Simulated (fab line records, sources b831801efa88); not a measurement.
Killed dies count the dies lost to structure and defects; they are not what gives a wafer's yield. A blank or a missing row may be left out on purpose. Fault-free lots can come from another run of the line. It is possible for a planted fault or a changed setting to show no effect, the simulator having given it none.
fab line records -- flow sky130
record lots=11, wafers=33, last-day=49
route steps=708 shown CAP2M@615 METAL4@632 PAD_OPEN@708
lots that met no fault: taken from a fault-free run of the same line
start-h: hours from the record's opening day to when the first of the lot's shown wafers began -- wait-h: how many hours have passed since the lot's step before this one -- " identical to the entry in the row above -- L1.1+2: a row that stands for several wafers -- - value missing, or start not given -- * or withheld: withheld -- < > ~ a bound
route shown NAME@n: a module of which the file shows steps, and the number in the route of the first -- usual: mean/standard deviation taken from wafers without a fault -- same: alike in all rows -- chamber/n: place in a boat -- sites: the reading at each site -- _std_site: how widely they spread, as a standard deviation -- _edge_site: the outer-site mean with the inner-site mean subtracted -- radius-mm: how far each site lies from the wafer's centre -- mask NAME#n: copy n -- behind: the most recent tool/chamber to have shaped the wafer -- hold: the reason the lot was held/the length of the hold in hours/how it ended -- device: the n, p or np transistor that did not switch -- end of line: the tests these same wafers got at the end of their route -- a step given without rows: its recipe and nothing more -- killed: not the wafer's yield, but the dies lost to structure and defects at the first sort -- map: per-die view of a wafer (x killed, . not killed, _ where there is no die)
set.NAME: the setting the step ran with; set.NAME@STEP: the setting that earlier step ran with -- model.NAME: the simulator's own value behind a step, which no gauge read
the route's steps for a sample of lots (tables are steps, rows are wafers)
services: the hour from which a tool's chamber was out of use, counted from the record's first day as start-h (under 0 if before that day), plus the number of hours and why
## steps
# step SKY_CAP2M_OVL_MEAS_12
# usual CAP2M_OVL=0.3/1.4
lot.wafer,tool,chamber,start-h,wait-h,CAP2M_OVL[nm]
L938.1,overlay-01,-,956.65,0.1,0.6
L938.3,overlay-01,-,956.65,0.1,-0.3
L938.4,overlay-01,-,956.65,0.1,0.1
L939.1,overlay-01,-,957.53,0.1,0.8
L939.2,overlay-01,-,957.53,0.1,2.1
L939.5,overlay-01,-,957.53,0.1,-0.4
L940.1,overlay-01,-,969.94,0.1,-0.5
L940.4,overlay-01,-,969.94,0.1,-0.4
L940.5,overlay-01,-,969.94,0.1,-0.7
L944.3,overlay-02,-,996.09,0.1,0.0
L944.4,overlay-02,-,996.09,0.1,1.4
L944.6,overlay-02,-,996.09,0.1,0.1
L946.3,overlay-02,-,1019.06,0.1,1.8
L946.4,overlay-02,-,1019.06,0.1,1.0
L946.6,overlay-02,-,1019.06,0.1,0.2
L947.1,overlay-01,-,1020.53,0.1,-1.7
L947.4,overlay-01,-,1020.53,0.1,0.4
L947.5,overlay-01,-,1020.53,0.1,-0.3
L948.2,overlay-02,-,1027.00,0.1,1.6
L948.3,overlay-02,-,1027.00,0.1,1.0
L948.5,overlay-02,-,1027.00,0.1,2.4
L951.3,overlay-02,-,1049.47,0.1,0.4
L951.4,overlay-02,-,1049.47,0.1,0.8
L951.6,overlay-02,-,1049.47,0.1,-2.4
L952.2,overlay-01,-,1049.48,0.1,0.3
L952.3,overlay-01,-,1049.48,0.1,0.1
L952.6,overlay-01,-,1049.48,0.1,0.9
L953.2,overlay-02,-,1054.96,0.1,1.5
L953.3,overlay-02,-,1054.96,0.1,3.1
L953.4,overlay-02,-,1054.96,0.1,2.1
L955.1,overlay-01,-,1068.74,0.1,0.0
L955.2,overlay-01,-,1068.74,0.1,0.4
L955.5,overlay-01,-,1068.74,0.1,1.7
# step SKY_METAL4_ETCH_16
# recipe chemistry=N2/H2, target=BARC, ion-energy-ev=200, bias-w=100, pressure-mtorr=30, n2-flow-sccm=100, h2-flow-sccm=200, icp-w=500, stop-on=SiO2, time-s=88.2, target-depth-a=600
# usual bias-w=100.02/0.29, drypump-motor-current-A=6.0/0.49, h2-flow-sccm=200.0/0.56, oes-product-au=0.625/0.0048, rf-fwd-power-W=496.5/1.7, throttle-valve-pct=13.205/0.0092
lot.wafer,tool,chamber,start-h,wait-h,bias-w,drypump-motor-current-A,h2-flow-sccm,oes-product-au,rf-fwd-power-W,rf-hours-counter-h,throttle-valve-pct
L938.1,rie-metal-03,1,980.41,0.0,99.45,5.0,200.1,0.628,499.5,8,13.199
L938.3,rie-metal-03,1,980.41,0.0,99.95,5.0,200.7,0.629,498.2,-,13.197
L938.4,rie-metal-03,0,980.41,0.0,99.99,6.4,199.9,0.626,498.4,-,13.208
L939.1,rie-metal-04,1,981.73,0.1,100.12,6.2,200.4,0.629,495.0,11,13.215
L939.2,rie-metal-04,1,981.73,0.1,100.58,6.2,201.1,0.625,493.9,-,13.208
L939.5,rie-metal-04,1,981.73,0.1,99.82,6.2,200.0,0.631,496.2,-,13.201
L940.1,rie-metal-02,0,994.65,0.0,99.48,6.2,200.1,0.627,493.0,0,13.199
L940.4,rie-metal-02,1,994.65,0.0,100.31,5.7,200.8,0.622,495.2,-,13.205
L940.5,rie-metal-02,0,994.65,0.0,99.87,6.1,200.2,0.627,494.6,-,13.210
L944.3,rie-metal-03,0,1020.26,0.0,100.27,6.4,200.4,0.621,496.4,-,13.201
L944.4,rie-metal-03,1,1020.26,0.0,99.62,5.0,199.4,0.627,495.5,-,13.218
L944.6,rie-metal-03,1,1020.26,0.0,99.97,5.0,199.3,0.633,494.9,-,13.214
L946.3,rie-metal-04,1,1042.81,0.0,99.60,6.2,200.7,0.618,495.3,-,13.203
L946.4,rie-metal-04,0,1042.81,0.0,100.02,6.2,200.3,0.631,495.9,-,13.193
L946.6,rie-metal-04,1,1042.81,0.0,99.09,6.2,201.8,0.626,494.9,-,13.206
L947.1,rie-metal-03,0,1044.35,0.0,100.06,6.4,199.3,0.627,499.5,15,13.189
L947.4,rie-metal-03,0,1044.35,0.0,100.10,6.4,199.5,0.624,495.3,-,13.203
L947.5,rie-metal-03,1,1044.35,0.0,99.97,5.0,200.4,0.617,497.6,-,13.204
L948.2,rie-metal-03,0,1050.70,0.0,100.10,6.4,200.2,0.632,497.5,15,13.185
L948.3,rie-metal-03,0,1050.70,0.0,100.11,6.4,200.6,0.625,499.3,-,13.212
L948.5,rie-metal-03,1,1050.70,0.0,100.09,5.0,200.3,0.619,499.3,-,13.207
L951.3,rie-metal-02,0,1071.86,0.0,100.81,6.1,200.1,0.625,493.5,-,13.205
L951.4,rie-metal-02,1,1071.86,0.0,100.28,5.7,200.4,0.622,497.1,-,13.194
L951.6,rie-metal-02,1,1071.86,0.0,100.02,5.7,200.1,0.624,497.3,-,13.197
L952.2,rie-metal-03,0,1071.96,0.0,100.18,6.4,200.0,0.633,497.3,17,13.207
L952.3,rie-metal-03,1,1071.96,0.0,99.80,5.0,200.7,0.617,496.8,-,13.215
L952.6,rie-metal-03,1,1071.96,0.0,99.93,5.0,200.3,0.623,498.1,-,13.194
L953.2,rie-metal-04,1,1076.96,0.0,99.73,6.2,200.2,0.619,575.8,17,13.205
L953.3,rie-metal-04,0,1076.96,0.0,100.08,6.1,200.7,0.629,577.3,-,13.193
L953.4,rie-metal-04,1,1076.96,0.0,100.29,6.2,200.1,0.628,573.6,-,13.201
L955.1,rie-metal-04,1,1090.05,0.0,99.71,6.2,199.6,0.623,575.7,18,13.196
L955.2,rie-metal-04,0,1090.05,0.0,99.96,6.1,198.8,0.628,574.8,20,13.209
L955.5,rie-metal-04,0,1090.05,0.0,99.84,6.1,200.6,0.619,577.5,-,13.187
# step SKY_METAL4_ETCH_17
# recipe target=SiO2, stop-on=TiN, chemistry=C4F8/O2/Ar, source-w=1500, bias-w=1180, pressure-mtorr=40, c4f8-flow-sccm=withheld, O2_flow_sccm=6, Ar_flow_sccm=300, time-s=3.9, target-depth-a=150
# usual bias-w=1180/3.8, oes-product-au=0.747/0.0075, rf-fwd-power-W=1467/6.8
lot.wafer,tool,chamber,start-h,wait-h,bias-w,oes-product-au,rf-fwd-power-W,rf-hours-counter-h
L938.1,rie-diel-02,0,980.51,0.1,1180,0.742,1466,3
L938.3,rie-diel-02,1,980.51,0.1,1173,0.739,1478,23
L938.4,rie-diel-02,2,980.51,0.1,1186,0.749,1470,8
L939.1,rie-diel-04,3,981.93,0.2,1177,0.747,1471,6
L939.2,rie-diel-04,2,981.93,0.2,1173,0.754,1476,11
L939.5,rie-diel-04,0,981.93,0.2,1182,0.746,1464,-
L940.1,rie-diel-02,2,994.75,0.1,1177,0.745,1468,8
L940.4,rie-diel-02,3,994.75,0.1,1181,0.754,1460,5
L940.5,rie-diel-02,1,994.75,0.1,1175,0.756,1475,-
L944.3,rie-diel-02,3,1020.33,0.0,1188,0.739,1471,6
L944.4,rie-diel-02,0,1020.33,0.0,1179,0.748,1462,5
L944.6,rie-diel-02,1,1020.33,0.0,1185,0.735,1471,-
L946.3,rie-diel-02,2,1042.88,0.0,1182,0.736,1460,9
L946.4,rie-diel-02,0,1042.88,0.0,1181,0.748,1459,5
L946.6,rie-diel-02,2,1042.88,0.0,1182,0.740,1463,-
L947.1,rie-diel-04,2,1044.45,0.1,1175,0.741,1468,12
L947.4,rie-diel-04,0,1044.45,0.1,1177,0.745,1459,19
L947.5,rie-diel-04,1,1044.45,0.1,1184,0.748,1469,-
L948.2,rie-diel-01,0,1050.80,0.1,1180,0.739,1463,8
L948.3,rie-diel-01,3,1050.80,0.1,1181,0.739,1468,8
L948.5,rie-diel-01,0,1050.80,0.1,1180,0.736,1460,-
L951.3,rie-diel-02,2,1071.93,0.0,1183,0.744,1456,10
L951.4,rie-diel-02,1,1071.93,0.0,1178,0.754,1481,25
L951.6,rie-diel-02,0,1071.93,0.0,1177,0.738,1464,-
L952.2,rie-diel-01,3,1072.06,0.1,1178,0.744,1476,8
L952.3,rie-diel-01,2,1072.06,0.1,1180,0.761,1459,7
L952.6,rie-diel-01,2,1072.06,0.1,1177,0.763,1459,-
L953.2,rie-diel-02,3,1077.10,0.1,1178,0.735,1465,8
L953.3,rie-diel-02,2,1077.10,0.1,1183,0.738,1461,11
L953.4,rie-diel-02,1,1077.10,0.1,1186,0.735,1477,26
L955.1,rie-diel-01,1,1090.15,0.1,1178,0.745,1465,2
L955.2,rie-diel-01,0,1090.15,0.1,1181,0.726,1457,9
L955.5,rie-diel-01,2,1090.15,0.1,1180,0.741,1459,-
# step SKY_METAL4_METAL_ETCH_18
# recipe target-depth-a=8450, stop-on=SiO2, over-etch-frac=0.3, time-s=183.1, chemistry=Cl2/BCl3, resist-sidewall-deg=88, pressure-mtorr=10, icp-w=900, bias-w=48.5, Cl2_flow_sccm=60, bcl3-flow-sccm=30
# usual bias-w=48.51/0.13, drypump-motor-current-A=5.9/0.42, mfc-cl2-sccm=60.01/0.2, oes-product-au=0.865/0.0068, rf-fwd-power-W=896/3.1, throttle-valve-pct=22.264/0.0091
lot.wafer,tool,chamber,start-h,wait-h,bias-w,drypump-motor-current-A,mfc-cl2-sccm,oes-product-au,rf-fwd-power-W,rf-hours-counter-h,throttle-valve-pct
L938.1,rie-metal-02,1,980.53,0.0,48.40,5.7,60.23,0.860,894,14,22.274
L938.3,rie-metal-02,1,980.53,0.0,48.54,5.7,60.21,0.861,894,-,22.256
L938.4,rie-metal-02,1,980.53,0.0,48.45,5.7,60.07,0.869,897,-,22.254
L939.1,rie-metal-03,0,981.95,0.0,48.41,6.4,60.08,0.860,895,10,22.270
L939.2,rie-metal-03,1,981.95,0.0,48.36,5.0,59.87,0.870,900,8,22.259
L939.5,rie-metal-03,1,981.95,0.0,48.27,5.0,60.25,0.859,900,-,22.260
L940.1,rie-metal-03,1,994.77,0.0,48.32,5.0,60.02,0.861,898,9,22.265
L940.4,rie-metal-03,1,994.77,0.0,48.41,5.0,60.04,0.857,899,-,22.270
L940.5,rie-metal-03,0,994.77,0.0,48.48,6.4,59.79,0.867,895,-,22.257
L944.3,rie-metal-02,1,1020.41,0.1,48.51,5.7,60.49,0.873,893,-,22.267
L944.4,rie-metal-02,0,1020.41,0.1,48.37,6.1,60.27,0.861,893,-,22.280
L944.6,rie-metal-02,0,1020.41,0.1,48.44,6.1,60.06,0.876,896,-,22.251
L946.3,rie-metal-02,0,1042.96,0.1,48.41,6.1,60.11,0.863,890,-,22.253
L946.4,rie-metal-02,1,1042.96,0.1,48.45,5.6,60.02,0.868,899,-,22.244
L946.6,rie-metal-02,1,1042.96,0.1,48.40,5.7,59.93,0.858,894,-,22.274
L947.1,rie-metal-04,1,1044.47,0.0,48.62,6.2,60.17,0.866,894,15,22.271
L947.4,rie-metal-04,0,1044.47,0.0,48.70,6.1,59.68,0.877,895,-,22.258
L947.5,rie-metal-04,1,1044.47,0.0,48.34,6.2,60.15,0.862,891,-,22.272
L948.2,rie-metal-02,0,1050.82,0.0,48.41,6.1,59.86,0.857,894,4,22.272
L948.3,rie-metal-02,1,1050.82,0.0,48.48,5.7,60.07,0.864,900,-,22.266
L948.5,rie-metal-02,1,1050.82,0.0,48.47,5.7,59.97,0.861,896,-,22.268
L951.3,rie-metal-04,0,1072.03,0.1,48.61,6.1,59.88,0.863,893,-,22.263
L951.4,rie-metal-04,1,1072.03,0.1,48.48,6.2,59.92,0.871,900,-,22.279
L951.6,rie-metal-04,0,1072.03,0.1,48.79,6.1,59.63,0.873,895,-,22.251
L952.2,rie-metal-02,0,1072.08,0.0,48.39,6.1,60.04,0.868,893,6,22.259
L952.3,rie-metal-02,1,1072.08,0.0,48.37,5.6,59.81,0.877,896,-,22.250
L952.6,rie-metal-02,0,1072.08,0.0,48.42,6.1,59.70,0.886,894,-,22.252
L953.2,rie-metal-02,0,1077.11,0.0,48.50,6.1,60.12,0.865,894,6,22.268
L953.3,rie-metal-02,1,1077.11,0.0,48.52,5.7,60.33,0.862,899,-,22.246
L953.4,rie-metal-02,0,1077.11,0.0,48.47,6.1,60.15,0.865,895,-,22.268
L955.1,rie-metal-02,0,1090.17,0.0,48.70,6.1,60.11,0.869,899,7,22.254
L955.2,rie-metal-02,0,1090.17,0.0,48.57,6.1,60.06,0.873,897,-,22.244
L955.5,rie-metal-02,0,1090.17,0.0,48.73,6.1,60.11,0.859,896,-,22.267
# step SKY_PAD_OPEN_PROBE_99
# usual defect-limited-yield=82.4/2, killed_at_M0_to_M3=43/6.6, killed_at_M4_up=3.0/1.7, killed-at-contacts=24/5.4, killed-at-front-end=16/4.6, killed-at-other=0.3/0.53, killed-dies=87/9.7, killed-open=47/7.3, killed-short=39/6.5, sort_bin_3_pad_short=0.9/0.41, sort_bin_5_function=10.4/1.4, sort_bin_6_memory=6.3/1.2, sort-n-pass=405/9.7, sort-yield-pct=82.4/2
# same gross-dies=492, killed-at-back-side=0, sort_bin_4_leakage[%]=0, sort_bin_8_speed[%]=0
lot.wafer,tool,chamber,start-h,wait-h,defect-limited-yield[%],killed_at_M0_to_M3,killed_at_M4_up,killed-at-contacts,killed-at-front-end,killed-at-other,killed-dies,killed-open,killed-short,sort_bin_3_pad_short[%],sort_bin_5_function[%],sort_bin_6_memory[%],sort-n-pass,sort-yield-pct[%]
L938.1,prober-01,-,1076.21,0.1,84.1,41,5,23,9,0,78,43,33,0.6,9.8,5.5,414,84.1
L938.3,prober-01,-,1076.31,0.2,80.3,53,4,16,24,0,97,54,43,1.0,12.0,6.7,395,80.3
L938.4,prober-01,-,1076.36,0.2,86.0,35,4,18,12,0,69,41,28,1.2,7.7,5.1,423,86.0
L939.1,prober-02,-,1077.71,0.1,83.5,37,1,28,14,1,81,45,36,1.0,8.7,6.7,411,83.5
L939.2,prober-02,-,1077.76,0.1,82.7,47,2,26,10,0,85,42,43,1.8,7.9,7.5,407,82.7
L939.5,prober-02,-,1077.91,0.2,83.9,35,1,33,10,0,79,41,38,0.6,9.3,6.1,413,83.9
L940.1,prober-01,-,1089.43,0.1,83.9,46,5,18,9,1,79,33,45,0.8,8.9,6.3,413,83.9
L940.4,prober-01,-,1089.58,0.2,84.1,31,2,25,19,1,78,34,44,0.6,9.6,5.7,414,84.1
L940.5,prober-01,-,1089.63,0.2,82.9,45,5,28,6,0,84,53,31,0.6,9.8,6.7,408,82.9
L944.3,prober-01,-,1111.53,0.2,83.9,38,4,20,17,0,79,43,35,0.6,8.7,6.7,413,83.9
L944.4,prober-01,-,1111.58,0.2,80.1,46,4,34,14,0,98,56,42,1.2,11.0,7.7,394,80.1
L944.6,prober-01,-,1111.68,0.2,81.9,42,3,26,18,0,89,56,31,1.0,11.0,6.1,403,81.9
L946.3,prober-02,-,1131.51,0.2,78.7,49,3,31,22,0,105,62,43,0.4,12.2,8.7,387,78.7
L946.4,prober-02,-,1131.56,0.2,80.9,46,1,29,18,0,94,52,42,2.0,11.4,5.7,398,80.9
L946.6,prober-02,-,1131.66,0.2,76.6,66,5,26,18,0,115,61,53,1.4,12.0,10.0,377,76.6
L947.1,prober-01,-,1132.68,0.1,82.5,35,4,27,20,0,86,41,45,0.6,11.8,5.1,406,82.5
L947.4,prober-01,-,1132.83,0.2,83.7,43,0,25,12,0,80,41,39,0.4,11.2,4.7,412,83.7
L947.5,prober-01,-,1132.88,0.2,80.1,52,3,29,14,0,98,45,53,1.8,12.6,5.5,394,80.1
L948.2,prober-02,-,1138.36,0.1,83.9,36,0,25,18,0,79,45,34,0.8,8.3,6.9,413,83.9
L948.3,prober-02,-,1138.41,0.2,78.0,52,2,29,24,1,108,50,56,1.4,12.0,8.5,384,78.0
L948.5,prober-02,-,1138.51,0.2,83.3,36,1,27,17,1,82,41,41,0.8,10.6,5.3,410,83.3
L951.3,prober-01,-,1156.03,0.2,79.7,56,2,19,23,0,100,55,45,1.2,13.2,5.9,392,79.7
L951.4,prober-01,-,1156.08,0.2,77.2,53,4,24,30,1,112,65,46,1.4,13.6,7.7,380,77.2
L951.6,prober-01,-,1156.18,0.2,82.3,35,1,30,21,0,87,50,37,1.0,9.6,7.1,405,82.3
L952.2,prober-02,-,1157.85,0.1,81.5,49,3,20,19,0,91,59,32,0.6,10.8,7.1,401,81.5
L952.3,prober-02,-,1157.90,0.2,80.9,51,2,28,11,2,94,48,46,1.2,10.4,7.5,398,80.9
L952.6,prober-02,-,1158.05,0.2,84.1,46,2,16,14,0,78,36,42,0.8,8.5,6.5,414,84.1
L953.2,prober-01,-,1161.30,0.1,83.9,33,3,25,18,0,79,34,45,0.6,10.6,4.9,413,83.9
L953.3,prober-01,-,1161.35,0.2,82.5,36,7,21,22,0,86,48,38,1.2,9.6,6.7,406,82.5
L953.4,prober-01,-,1161.40,0.2,81.7,45,3,21,21,0,90,46,44,1.0,11.0,6.3,402,81.7
L955.1,prober-01,-,1171.40,0.1,83.9,39,1,22,17,0,79,38,41,1.0,8.5,6.5,413,83.9
L955.2,prober-01,-,1171.45,0.1,85.8,37,4,16,13,0,70,35,35,1.8,8.5,3.9,422,85.8
L955.5,prober-01,-,1171.60,0.2,81.7,49,0,24,16,1,90,46,43,1.0,11.2,6.1,402,81.7
# killed by level:class
L938.1 VIA1:geometric-particle:open=10 CONTACT:geometric-particle:open=7 VIA1:geometric-particle:short=6 VIA2:geometric-particle:open=6 LI_CONTACT:geometric-particle:open=5 CONTACT:geometric-particle:short=5 VIA3:geometric-particle:open=5 POLY_GATE:geometric-particle:short=3
L938.3 VIA1:geometric-particle:open=19 FIELD_ISO:geometric-particle:short=7 CONTACT:geometric-particle:open=7 POLY_GATE:geometric-particle:open=6 METAL3:geometric-particle:short=6 VIA1:geometric-particle:short=5 FIELD_ISO:geometric-particle:open=4 VIA2:geometric-particle:short=4
L938.4 CONTACT:geometric-particle:open=8 VIA1:geometric-particle:open=8 METAL1:geometric-particle:short=7 VIA2:geometric-particle:open=6 LI_CONTACT:geometric-particle:open=5 POLY_GATE:geometric-particle:open=4 VIA1:geometric-particle:short=4 VIA3:geometric-particle:open=4
L939.1 VIA1:geometric-particle:open=12 CONTACT:geometric-particle:open=7 LOCAL_INTERCONNECT:geometric-particle:short=7 LI_CONTACT:geometric-particle:open=6 CONTACT:geometric-particle:short=5 METAL1:geometric-particle:short=5 VIA3:geometric-particle:open=5 FIELD_ISO:geometric-particle:open=4
L939.2 VIA1:geometric-particle:open=10 CONTACT:geometric-particle:open=9 VIA1:geometric-particle:short=8 METAL1:geometric-particle:short=7 LI_CONTACT:geometric-particle:open=6 VIA3:geometric-particle:open=6 VIA2:geometric-particle:open=5 POLY_GATE:geometric-particle:short=4
L939.5 CONTACT:geometric-particle:open=15 CONTACT:geometric-particle:short=8 VIA1:geometric-particle:open=7 VIA1:geometric-particle:short=6 FIELD_ISO:geometric-particle:open=5 METAL2:geometric-particle:short=4 LI_CONTACT:geometric-particle:open=4 METAL1:geometric-particle:short=4
L940.1 METAL1:geometric-particle:short=9 VIA2:geometric-particle:open=6 METAL3:geometric-particle:short=6 VIA3:geometric-particle:open=6 CONTACT:geometric-particle:open=5 VIA1:geometric-particle:short=5 FIELD_ISO:geometric-particle:open=4 CONTACT:geometric-particle:short=4
L940.4 CONTACT:geometric-particle:short=8 VIA1:geometric-particle:open=7 FIELD_ISO:geometric-particle:open=6 FIELD_ISO:geometric-particle:short=6 LOCAL_INTERCONNECT:geometric-particle:short=6 CONTACT:geometric-particle:open=6 METAL1:geometric-particle:short=5 VIA1:geometric-particle:short=4
L940.5 CONTACT:geometric-particle:open=13 VIA3:geometric-particle:open=13 VIA1:geometric-particle:open=8 LI_CONTACT:geometric-particle:open=7 METAL2:geometric-particle:short=7 METAL1:geometric-particle:short=4 VIA2:geometric-particle:open=4 FIELD_ISO:geometric-particle:open=3
L944.3 VIA1:geometric-particle:open=10 VIA2:geometric-particle:open=8 LI_CONTACT:geometric-particle:open=7 CONTACT:geometric-particle:open=7 POLY_GATE:geometric-particle:short=5 METAL2:geometric-particle:short=5 FIELD_ISO:geometric-particle:short=4 VIA3:geometric-particle:short=4
L944.4 VIA1:geometric-particle:open=14 CONTACT:geometric-particle:open=12 LI_CONTACT:geometric-particle:open=9 CONTACT:geometric-particle:short=7 VIA3:geometric-particle:open=6 METAL2:geometric-particle:short=6 FIELD_ISO:geometric-particle:short=5 POLY_GATE:geometric-particle:open=4
L944.6 LI_CONTACT:geometric-particle:open=10 CONTACT:geometric-particle:open=9 VIA1:geometric-particle:open=9 POLY_GATE:geometric-particle:open=8 VIA3:geometric-particle:open=8 VIA2:geometric-particle:open=5 VIA1:geometric-particle:short=5 FIELD_ISO:geometric-particle:short=4
L946.3 VIA1:geometric-particle:open=17 CONTACT:geometric-particle:open=16 FIELD_ISO:geometric-particle:short=9 FIELD_ISO:geometric-particle:open=6 VIA1:geometric-particle:short=5 METAL2:geometric-particle:short=5 VIA2:geometric-particle:open=5 METAL3:geometric-particle:short=5
L946.4 VIA1:geometric-particle:open=13 CONTACT:geometric-particle:open=10 VIA3:geometric-particle:open=8 LI_CONTACT:geometric-particle:open=6 METAL2:geometric-particle:short=6 FIELD_ISO:geometric-particle:short=5 LI_CONTACT:geometric-particle:short=5 VIA2:geometric-particle:open=5
L946.6 VIA2:geometric-particle:open=12 VIA1:geometric-particle:open=12 VIA1:geometric-particle:short=10 METAL1:geometric-particle:short=8 CONTACT:geometric-particle:open=7 VIA3:geometric-particle:open=7 LI_CONTACT:geometric-particle:short=5 LI_CONTACT:geometric-particle:open=5
L947.1 CONTACT:geometric-particle:open=13 FIELD_ISO:geometric-particle:short=7 FIELD_ISO:geometric-particle:open=7 METAL3:geometric-particle:short=7 CONTACT:geometric-particle:short=6 VIA3:geometric-particle:open=5 VIA1:geometric-particle:short=5 LI_CONTACT:geometric-particle:open=4
L947.4 CONTACT:geometric-particle:open=10 VIA1:geometric-particle:open=9 LOCAL_INTERCONNECT:geometric-particle:short=8 VIA1:geometric-particle:short=6 METAL2:geometric-particle:short=6 FIELD_ISO:geometric-particle:open=5 VIA3:geometric-particle:open=5 METAL2:geometric-particle:open=4
L947.5 CONTACT:geometric-particle:open=10 METAL1:geometric-particle:short=9 VIA2:geometric-particle:open=8 LI_CONTACT:geometric-particle:open=7 VIA3:geometric-particle:open=6 VIA3:geometric-particle:short=6 METAL2:geometric-particle:short=6 CONTACT:geometric-particle:short=5
L948.2 CONTACT:geometric-particle:open=10 LI_CONTACT:geometric-particle:open=8 VIA1:geometric-particle:open=7 VIA2:geometric-particle:open=7 METAL1:geometric-particle:short=6 FIELD_ISO:geometric-particle:short=5 VIA3:geometric-particle:short=4 LOCAL_INTERCONNECT:geometric-particle:short=4
L948.3 VIA1:geometric-particle:open=11 LOCAL_INTERCONNECT:geometric-particle:short=8 CONTACT:geometric-particle:open=8 LI_CONTACT:geometric-particle:open=7 FIELD_ISO:geometric-particle:open=6 VIA2:geometric-particle:short=6 METAL1:geometric-particle:short=6 METAL2:geometric-particle:short=6
L948.5 LI_CONTACT:geometric-particle:open=10 POLY_GATE:geometric-particle:open=7 LOCAL_INTERCONNECT:geometric-particle:short=7 VIA1:geometric-particle:open=7 VIA3:geometric-particle:open=6 VIA2:geometric-particle:short=5 METAL2:geometric-particle:short=5 POLY_GATE:geometric-particle:short=4
L951.3 VIA1:geometric-particle:open=16 FIELD_ISO:geometric-particle:short=9 VIA3:geometric-particle:open=9 CONTACT:geometric-particle:open=7 METAL1:geometric-particle:short=7 FIELD_ISO:geometric-particle:open=5 LI_CONTACT:geometric-particle:open=5 VIA3:geometric-particle:short=5
L951.4 POLY_GATE:geometric-particle:open=11 CONTACT:geometric-particle:open=11 VIA3:geometric-particle:open=9 VIA1:geometric-particle:open=9 FIELD_ISO:geometric-particle:short=8 METAL2:geometric-particle:short=8 VIA2:geometric-particle:open=8 METAL1:geometric-particle:short=6
L951.6 METAL1:geometric-particle:short=12 LI_CONTACT:geometric-particle:open=9 CONTACT:geometric-particle:open=9 VIA1:geometric-particle:open=8 FIELD_ISO:geometric-particle:open=7 CONTACT:geometric-particle:short=7 POLY_GATE:geometric-particle:open=5 METAL1:geometric-particle:open=4
L952.2 VIA1:geometric-particle:open=13 CONTACT:geometric-particle:open=11 VIA2:geometric-particle:open=10 VIA3:geometric-particle:open=8 METAL2:geometric-particle:short=6 POLY_GATE:geometric-particle:open=5 VIA3:geometric-particle:short=4 FIELD_ISO:geometric-particle:open=3
L952.3 CONTACT:geometric-particle:open=11 VIA1:geometric-particle:open=9 VIA2:geometric-particle:open=8 METAL1:geometric-particle:short=7 LI_CONTACT:geometric-particle:open=6 VIA1:geometric-particle:short=6 VIA2:geometric-particle:short=6 VIA3:geometric-particle:open=5
L952.6 VIA1:geometric-particle:open=12 METAL1:geometric-particle:short=8 VIA1:geometric-particle:short=7 FIELD_ISO:geometric-particle:short=6 CONTACT:geometric-particle:short=5 METAL2:geometric-particle:short=4 VIA3:geometric-particle:open=4 POLY_GATE:geometric-particle:open=3
L953.2 VIA1:geometric-particle:open=8 CONTACT:geometric-particle:short=7 CONTACT:geometric-particle:open=7 METAL3:geometric-particle:short=7 FIELD_ISO:geometric-particle:short=5 POLY_GATE:geometric-particle:short=5 LI_CONTACT:geometric-particle:open=5 VIA1:geometric-particle:short=5
L953.3 VIA1:geometric-particle:open=10 CONTACT:geometric-particle:open=6 VIA1:geometric-particle:short=6 FIELD_ISO:geometric-particle:open=5 CONTACT:geometric-particle:short=5 LI_CONTACT:geometric-particle:open=5 METAL4:geometric-particle:short=5 VIA2:geometric-particle:open=5
L953.4 CONTACT:geometric-particle:open=9 VIA1:geometric-particle:open=9 VIA2:geometric-particle:open=7 CONTACT:geometric-particle:short=7 POLY_GATE:geometric-particle:short=6 FIELD_ISO:geometric-particle:open=5 METAL1:geometric-particle:short=5 VIA1:geometric-particle:short=5
L955.1 CONTACT:geometric-particle:open=11 VIA3:geometric-particle:open=7 VIA1:geometric-particle:short=6 VIA1:geometric-particle:open=6 POLY_GATE:geometric-particle:short=5 METAL1:geometric-particle:short=5 METAL2:geometric-particle:short=5 FIELD_ISO:geometric-particle:short=3
L955.2 VIA1:geometric-particle:open=12 CONTACT:geometric-particle:open=7 METAL1:geometric-particle:short=7 VIA3:geometric-particle:open=5 VIA3:geometric-particle:short=5 LOCAL_INTERCONNECT:geometric-particle:short=5 FIELD_ISO:geometric-particle:short=3 FIELD_ISO:geometric-particle:open=3
L955.5 CONTACT:geometric-particle:open=10 LI_CONTACT:geometric-particle:open=7 VIA1:geometric-particle:open=7 METAL1:geometric-particle:short=6 METAL3:geometric-particle:short=6 VIA3:geometric-particle:short=6 FIELD_ISO:geometric-particle:open=5 METAL2:geometric-particle:short=5
## services
tool,chamber,start-h,hours,kind
rie-metal-02,0,962.38,-,clean
rie-metal-02,0,962.38,24.5,scheduled-down
rie-metal-02,0,962.38,24.5,vent-cycle
rie-diel-01,-,969.51,2.8,pm
rie-diel-04,1,972.59,8.7,repair
rie-metal-04,0,978.79,14.7,repair
rie-diel-01,1,985.59,-,clean
rie-diel-01,1,985.59,17.0,scheduled-down
rie-diel-01,1,985.59,17.0,vent-cycle
rie-diel-04,2,1016.73,5.7,repair
rie-diel-01,-,1044.88,0.6,repair
rie-diel-01,-,1074.41,15.6,pm
rie-metal-02,1,1089.33,14.9,repair
## key
first-sign step=SKY_METAL4_ETCH_16, reading=rf-fwd-power-W, direction=up, sigmas=48, usual=496.5, struck=575.8
effect none on later readings
met-at SKY_METAL4_ETCH_16
struck-lots L953,L955
not-acting-at SKY_CAP2M_OVL_MEAS_12,SKY_METAL4_ETCH_17,SKY_METAL4_METAL_ETCH_18
onset-between 1042.81 1076.96
fault kind=process-parameter-drift, tool=rie-metal-04, chamber=-, onset-h=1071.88, steps=SKY_METAL4_ETCH_16, channel=icp-w, offset=80, shape=step, end-h=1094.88, acts-in=these-recipes-only, stated=500
